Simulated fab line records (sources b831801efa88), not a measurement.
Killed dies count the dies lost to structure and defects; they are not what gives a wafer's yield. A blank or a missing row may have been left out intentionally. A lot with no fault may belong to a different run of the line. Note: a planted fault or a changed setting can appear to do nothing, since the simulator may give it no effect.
Struck lot and sound lot, side by side	flow sfq-line	24 out of 325 route steps
Sound: these wafers, L514.3, L514.4, L514.5. Wafers struck: L516.1, L516.2, L516.5. The cause is given at the end.
For every step that has rows: the tool of each side, followed by ch and its chambers, followed by its first start. Under that, the readings that differ: sound wafers	struck wafers	difference of the means	sigmas: that difference in standard deviations of wafers without a fault.
alike: readings whose means differ by less than 2 such deviations, and words and numbers that are the same on both sides. not compared: withheld readings, readings that some wafer has no value for, bounds like >300 that may hide the same value, and numbers for which the record gives no deviation and whose values overlap.
Wherever a step has rows on one side only, a row that says differs or no value, or a row with sigmas, the two part there. Non-overlapping numbers with no deviation appear without sigmas and do not part them. A reading missing from all wafers of one side parts the sides only when that side holds two or more wafers.

first, 6 steps without rows for these wafers: SFQ_TRILAYER_I6_VIA_LITHO_COAT_174 (resist thk 62 nm); SFQ_TRILAYER_I6_VIA_LITHO_COAT_169 (resist thk 650 nm); SFQ_TRILAYER_I6_VIA_LITHO_SOFTBAKE_173; SFQ_TRILAYER_I6_VIA_LITHO_EXPOSE_170 (exposes mask I6, target cd 700 nm); SFQ_TRILAYER_I6_VIA_LITHO_PEB_172 (peb time 60 s); SFQ_TRILAYER_I6_VIA_LITHO_DEVELOP_171 (time 60 s).
SFQ_I6_OVL_MEAS_942:
  sound: overlay-01 at day 74 01:58; struck: overlay-01 at day 74 10:21
  alike: I6_OVL
SFQ_TRILAYER_I6_VIA_BARC_OPEN_VIA_ETCH_235: etches BARC in O2, target depth 125 nm, time 41.7 s.
  sound on rie-diel-02 ch 0,1, day 74 01:59; struck on rie-diel-04 ch 1,3, day 74 10:23
  alike: drypump-motor-current-A, oes-product-au
  not compared: rf-hours-counter-h
SFQ_TRILAYER_I6_VIA_ETCH_VIA_ETCH_172: etches SiO2 in CHF3, stops on Nb, target depth 260 nm.
  sound on rie-diel-02 ch 0,1, day 74 02:02; struck on rie-diel-04 ch 1,3, day 74 10:26
  alike: drypump-motor-current-A, oes-product-au
SFQ_TRILAYER_I6_VIA_STRIP_STRIP_173: strips in O2.
  sound on rie-metal-01 ch 0,1, day 74 02:20; struck on rie-metal-01 ch 0,1, day 74 10:32
  alike: drypump-motor-current-A, oes-product-au
  not compared: rf-hours-counter-h
then, 2 steps without rows for these wafers: SFQ_TRILAYER_I6_VIA_STRIP_SOLV_CLEAN_174 (cleans in NMP, time 600 s); SFQ_TRILAYER_M7_DEP_PRE_CLEAN_176 (time 22.5 s).
SFQ_TRILAYER_M7_DEP_SPUTTER_175: material Nb, target thk 200 nm, time 133.3 s.
  sound: pvd-sputter-04 at day 74 03:09; struck: pvd-sputter-06 at day 74 11:20
  alike: throttle-valve-pct
SFQ_M7_RS_MEAS_943: measurement is done with a four-point probe.
  sound: film-metro-02 at day 74 03:17; struck: film-metro-01 at day 74 11:26
reading	sound	struck	difference	sigmas
M7_NB_RS (ohm/sq)	0.885 0.882 0.892	1.006 1.011 1.016	+0.125	+18
then, 6 steps without rows for these wafers: SFQ_TRILAYER_M7_LITHO_COAT_182 (resist thk 62 nm); SFQ_TRILAYER_M7_LITHO_COAT_177 (resist thk 600 nm); SFQ_TRILAYER_M7_LITHO_SOFTBAKE_181; SFQ_TRILAYER_M7_LITHO_EXPOSE_178 (exposes mask M7, target cd 500 nm); SFQ_TRILAYER_M7_LITHO_PEB_180 (peb time 60 s); SFQ_TRILAYER_M7_LITHO_DEVELOP_179 (time 60 s).
-- the record jumps here: 4 days lie between the struck wafers' starts before and after --
SFQ_M7_OVL_MEAS_945:
  sound: overlay-01 at day 77 23:13; struck: overlay-02 at day 78 10:32
  alike: M7_OVL
SFQ_TRILAYER_M7_BARC_OPEN_METAL_ETCH_229: etches BARC in O2, target depth 125 nm, time 41.7 s.
  sound on rie-metal-02 ch 0,1, day 77 23:16; struck on rie-metal-02 ch 0,1, day 78 10:34
  alike: drypump-motor-current-A, oes-product-au
  not compared: rf-hours-counter-h
SFQ_TRILAYER_M7_ETCH_METAL_ETCH_180: etches Nb in Cl2/Ar, stops on SiO2, target depth 240 nm, time 120 s.
  sound on rie-metal-02 ch 0,1, day 77 23:21; struck on rie-metal-02 ch 0,1, day 78 10:37
reading	sound	struck	difference	sigmas
oes-product-au (a.u.)	0.897 0.898 0.893	0.838 0.852 0.839	-0.053	-9
  alike: drypump-motor-current-A
  not compared: rf-hours-counter-h
SFQ_TRILAYER_M7_STRIP_STRIP_181: strips in O2.
  sound on rie-metal-02 ch 0,1, day 77 23:38; struck on rie-metal-02 ch 0,1, day 78 10:45
  alike: drypump-motor-current-A, oes-product-au
  not compared: rf-hours-counter-h

WHERE THEY PART
At SFQ_M7_RS_MEAS_943 first; at SFQ_TRILAYER_M7_ETCH_METAL_ETCH_180 last (within this record only). Later steps at which nothing parts them and some readings are alike: SFQ_TRILAYER_M7_STRIP_STRIP_181.

WHY: what the simulator had put in
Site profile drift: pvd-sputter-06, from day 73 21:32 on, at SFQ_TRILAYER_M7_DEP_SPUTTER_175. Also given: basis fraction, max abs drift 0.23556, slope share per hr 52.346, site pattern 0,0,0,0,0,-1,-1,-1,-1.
